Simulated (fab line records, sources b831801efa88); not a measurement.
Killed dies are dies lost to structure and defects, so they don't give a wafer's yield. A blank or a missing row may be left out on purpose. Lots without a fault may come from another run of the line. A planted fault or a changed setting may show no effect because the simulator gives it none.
Chamber matching | flow sky130 | SKY_LI_CONTACT_CMP_24 on cmp-02: 4 sister chambers
The step polishes, stops on PSG, t overpolish 20 s, target thk 0 nm. 4 wafers are shown with their chamber, then 7 later ones without.

WAFERS WITH THEIR CHAMBER
wafer  | chamber | motor_current_A (A)
L148.1 | 0       | 10.9
L158.3 | 1       | 9.1
L160.1 | 3       | 10.7
L160.2 | 2       | 13.2

WAFERS WITHOUT THEIR CHAMBER
wafer  | motor_current_A (A)
L160.4 | 11.3
L162.2 | 11.0
L162.3 | 12.6
L162.5 | 11.6
L163.1 | 11.1
L163.4 | 9.1
L163.5 | 11.0

WHICH CHAMBER EACH WENT THROUGH
wafer  | from the rows above     | in truth
L160.4 | can't be placed: 0 or 3 | 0
L162.2 | can't be placed: 0 or 3 | 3
L162.3 | 2                       | 2
L162.5 | can't be placed: 0 or 3 | 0
L163.1 | can't be placed: 0 or 3 | 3
L163.4 | 1                       | 1
L163.5 | can't be placed: 0 or 3 | 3
Placed correctly: 2 of 7. Can't be placed from these rows: 5 (the true chamber is among the candidates in 5). Placed wrongly: 0.
How it was worked out, from the rows above alone: a wafer's distance from a chamber is the root of the sum, over the readings, of the square of ((its reading less the chamber's mean) divided by the reading's scatter). The wafer belongs to the nearest chamber; if the next one is less than 2 further off, it can't be placed. A chamber's mean is the mean of its shown wafers. The scatter: with one shown wafer a chamber, the root of the mean of the squares of how far each hidden wafer lies from its nearest shown one.
